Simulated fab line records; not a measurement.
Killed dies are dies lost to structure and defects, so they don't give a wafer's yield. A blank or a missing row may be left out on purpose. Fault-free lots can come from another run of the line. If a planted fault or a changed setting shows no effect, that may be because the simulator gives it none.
Which tool was responsible? | flow sky130 | Sampling: 13 lots, 39 wafers, 2 of 708 route steps

## WHAT EACH GAUGE READ, for each wafer
SKY_SD_P_CD_MEAS_07: the cd target is 380 nm. Usual: 380.5 nm for cd_nm, sd 2.3.
lot  | measured     | on        | cd_nm (nm)        | flag
L912 | day 25 13:44 | cd_sem-02 | 379.8 381.3 382.0 |
L914 | day 26 10:21 | cd_sem-01 | 384.1 385.0 384.0 |
L915 | day 26 16:46 | cd_sem-01 | 382.1 383.4 378.7 |
L919 | day 28 11:08 | cd_sem-01 | 379.0 377.7 379.2 |
L921 | day 28 20:23 | cd_sem-02 | 381.8 381.8 380.7 |
L923 | day 29 15:06 | cd_sem-01 | 382.6 379.1 383.6 |
L924 | day 29 19:21 | cd_sem-01 | 383.9 382.0 381.9 |
L927 | day 30 20:44 | cd_sem-01 | 377.7 378.2 378.2 |
L928 | day 31 07:23 | cd_sem-02 | 376.2 377.8 377.3 |
L929 | day 31 14:49 | cd_sem-02 | 381.2 382.3 379.8 |
L930 | day 32 09:56 | cd_sem-02 | 384.4 379.6 380.3 |
L933 | day 32 21:31 | cd_sem-02 | 380.9 380.8 382.5 |
L934 | day 33 00:09 | cd_sem-02 | 381.3 380.5 379.8 |

SKY_LI_CONTACT_BOW_MEAS_03. Usual: LI_CONTACT_BOW 55 um, standard deviation 6.8.
lot  | measured     | on            | LI_CONTACT_BOW (um) | flag
L912 | day 28 02:07 | film_metro-04 | 68 67 54            |
L914 | day 28 21:45 | film_metro-02 | 68 56 57            |
L915 | day 29 04:09 | film_metro-01 | 66 57 63            |
L919 | day 30 22:39 | film_metro-02 | 54 54 55            |
L921 | day 31 07:31 | film_metro-02 | 49 52 48            |
L923 | day 32 01:58 | film_metro-04 | 47 48 48            |
L924 | day 32 06:04 | film_metro-02 | 55 61 60            |
L927 | day 33 06:02 | film_metro-04 | 52 63 60            |
L928 | day 33 17:26 | film_metro-01 | 64 60 59            |
L929 | day 34 00:58 | film_metro-04 | 54 56 51            |
L930 | day 34 18:25 | film_metro-04 | 54 49 64            |
L933 | day 35 06:24 | film_metro-04 | 50 57 48            |
L934 | day 35 09:16 | film_metro-02 | 49 50 49            |

## WHAT TOOL EACH LOT RAN ON (gives the tool, then ch and the chambers of the sampled wafers, and finally the start)
There is no process step in the record ahead of these readings.

## WHAT THE TOOLS THEMSELVES READ (means of the sampled wafers that have a number; where no wafer has one, the mark that the record gives instead)
The record holds no such reading with a usual standard deviation.

## THE ANSWER, worked out from the rows above alone
Rule: a lot is off if the mean of its wafers that have a number lies more than 3 standard deviations from the usual mean. A lot without any number at a reading at which 4 lots or more have one is off too. Where the step has rows for the other lots, those lots are counted as sound. After the gauges, taken in route order, come the tools' own readings; for these a lot's mean is taken, as printed above. At the first step where some lot is off, the reading lying furthest off is the one used; lots without a number count as furthest.
No lot is off on any of the readings shown, so nothing can be concluded from this.

## WHAT THE SIMULATOR PUT IN
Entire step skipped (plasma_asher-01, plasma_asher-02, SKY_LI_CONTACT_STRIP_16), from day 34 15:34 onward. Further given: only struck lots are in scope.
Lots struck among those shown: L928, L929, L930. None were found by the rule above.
